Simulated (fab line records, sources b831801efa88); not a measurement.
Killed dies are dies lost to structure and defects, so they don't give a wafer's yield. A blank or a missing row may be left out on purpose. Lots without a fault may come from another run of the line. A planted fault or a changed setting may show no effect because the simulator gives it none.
Tool commonality check | flow sky130 | 10 lots, 30 wafers sampled

WHY IT WAS OPENED
At SKY_PAD_OPEN_BOW_MEAS_13 the reading PAD_OPEN_BOW is flagged on 2 of 10 lots. Wafers without a fault read 48 um, standard deviation 9.1.
Rule: a lot is flagged when every wafer of it that has a number lies more than 4 standard deviations from that mean, or none has a number. The other lots count as sound.

lot  | measured     | on            | PAD_OPEN_BOW (um), wafer by wafer | flag
L142 | day 46 17:12 | film_metro-02 | 43 61 65                          |
L144 | day 47 02:02 | film_metro-02 | 53 60 49                          |
L146 | day 47 11:49 | film_metro-03 | 122 122 105                       | FLAGGED
L147 | day 47 21:31 | film_metro-02 | 114 107 100                       | FLAGGED
L151 | day 48 18:22 | film_metro-03 | 53 62 51                          |
L155 | day 49 17:44 | film_metro-03 | 55 48 33                          |
L156 | day 49 19:34 | film_metro-03 | 38 41 27                          |
L158 | day 50 05:54 | film_metro-03 | 56 53 61                          |
L161 | day 50 15:34 | film_metro-03 | 71 65 56                          |
L162 | day 50 17:31 | film_metro-02 | 47 43 55                          |
The numbers of the flagged lots are 112 um on average: +64 um against the usual, or +7 standard deviations.

WHICH TOOL RAN EACH LOT
The record holds 4 process steps before the reading, out of a route of 708 steps. In each cell: the tool, then ch and the chambers that the sampled wafers went through, then the start.
lot  | flag    | SKY_METAL5_SPUTTER_04        | SKY_PASSIVATION_ETCH_11            | SKY_PAD_OPEN_STRIP_08                | SKY_PAD_OPEN_ANNEAL_12
L142 |         | pvd_sputter-01, day 43 20:59 | rie_diel-03 ch 0,3, day 45 17:40   | plasma_asher-02 ch 0,1, day 46 15:07 | furnace-02 ch 0, day 46 15:42
L144 |         | pvd_sputter-03, day 44 06:59 | rie_diel-04 ch 0,1,2, day 46 03:22 | plasma_asher-02 ch 0,1, day 46 23:55 | furnace-02 ch 0, day 47 00:32
L146 | FLAGGED | pvd_sputter-02, day 44 17:06 | rie_diel-03 ch 0,1,3, day 46 12:58 | plasma_asher-04 ch 0,1, day 47 09:43 | furnace-02, day 47 10:19
L147 | FLAGGED | pvd_sputter-01, day 45 03:08 | rie_diel-01 ch 1,2, day 46 22:49   | plasma_asher-04 ch 0,1, day 47 19:16 | furnace-02, day 47 20:00
L151 |         | pvd_sputter-02, day 46 03:31 | rie_diel-03 ch 0,3, day 47 20:58   | plasma_asher-04 ch 0,1, day 48 16:13 | furnace-02 ch 0, day 48 16:52
L155 |         | pvd_sputter-01, day 47 05:49 | rie_diel-03 ch 0,2,3, day 48 21:28 | plasma_asher-02 ch 0,1, day 49 15:34 | furnace-02 ch 0, day 49 16:13
L156 |         | pvd_sputter-01, day 47 08:09 | rie_diel-03 ch 2,3, day 48 23:34   | plasma_asher-02 ch 0,1, day 49 17:07 | furnace-02 ch 0, day 49 18:02
L158 |         | pvd_sputter-01, day 47 20:41 | rie_diel-04 ch 0,2,3, day 49 10:37 | plasma_asher-03 ch 0,1, day 50 03:49 | furnace-02 ch 0, day 50 04:24
L161 |         | pvd_sputter-01, day 48 07:46 | rie_diel-04 ch 1,2,3, day 49 20:16 | plasma_asher-03 ch 0,1, day 50 13:28 | furnace-01 ch 0, day 50 14:04
L162 |         | pvd_sputter-03, day 48 10:46 | rie_diel-04 ch 2,3, day 49 23:10   | plasma_asher-03 ch 0,1, day 50 15:25 | furnace-02 ch 0, day 50 15:58
What these steps do:
- SKY_METAL5_SPUTTER_04: material TiN, target thk 70 nm, time 58.3 s.
- SKY_PASSIVATION_ETCH_11: etches the open film in CF4/O2, stops on AlCu, target depth 725 nm, time 161.1 s.
- SKY_PAD_OPEN_STRIP_08: strips in O2/N2.
- SKY_PAD_OPEN_ANNEAL_12
- SKY_PAD_OPEN_BOW_MEAS_13

FLAGGED OVER TOTAL, TOOL BY TOOL (the gauges that took the reading come last)
step                     | tool            | lots run | flagged | share of the flagged lots | sound lots run after its first flagged lot
SKY_METAL5_SPUTTER_04    | pvd_sputter-01  | 6        | 1       | some                      | 4 (L155,L156,L158,L161)
SKY_METAL5_SPUTTER_04    | pvd_sputter-02  | 2        | 1       | some                      | 1 (L151)
SKY_METAL5_SPUTTER_04    | pvd_sputter-03  | 2        | 0       | none                      | -
SKY_PASSIVATION_ETCH_11  | rie_diel-01     | 1        | 1       | some                      | 0
SKY_PASSIVATION_ETCH_11  | rie_diel-03     | 5        | 1       | some                      | 3 (L151,L155,L156)
SKY_PASSIVATION_ETCH_11  | rie_diel-04     | 4        | 0       | none                      | -
SKY_PAD_OPEN_STRIP_08    | plasma_asher-02 | 4        | 0       | none                      | -
SKY_PAD_OPEN_STRIP_08    | plasma_asher-03 | 3        | 0       | none                      | -
SKY_PAD_OPEN_STRIP_08    | plasma_asher-04 | 3        | 2       | all                       | 1 (L151)
SKY_PAD_OPEN_ANNEAL_12   | furnace-01      | 1        | 0       | none                      | -
SKY_PAD_OPEN_ANNEAL_12   | furnace-02      | 9        | 2       | all                       | 5 (L151,L155,L156,L158,L162)
SKY_PAD_OPEN_BOW_MEAS_13 | film_metro-02   | 4        | 1       | some                      | 1 (L162)
SKY_PAD_OPEN_BOW_MEAS_13 | film_metro-03   | 6        | 1       | some                      | 5 (L151,L155,L156,L158,L161)

WHAT THE TABLE ALLOWS
2 rows of the table ran every flagged lot: plasma_asher-04 at SKY_PAD_OPEN_STRIP_08, furnace-02 at SKY_PAD_OPEN_ANNEAL_12.
- plasma_asher-04 at SKY_PAD_OPEN_STRIP_08: 2 of its 3 lots flagged. Sound lots ran on it after the first flagged one (L151), which a lasting fault on the whole tool wouldn't allow.
- furnace-02 at SKY_PAD_OPEN_ANNEAL_12: 2 of its 9 lots flagged. Sound lots ran on it after the first flagged one (L151, L155, L156, L158, L162), which a lasting fault on the whole tool wouldn't allow. On the flagged lots its readings are blank where sound lots have values: ramp_down_c_per_min, ramp_up_c_per_min, zone_power_upper_pct.
No row of the table ran every flagged lot and no sound lot after the first.

WHAT THE SIMULATOR HAD PUT IN
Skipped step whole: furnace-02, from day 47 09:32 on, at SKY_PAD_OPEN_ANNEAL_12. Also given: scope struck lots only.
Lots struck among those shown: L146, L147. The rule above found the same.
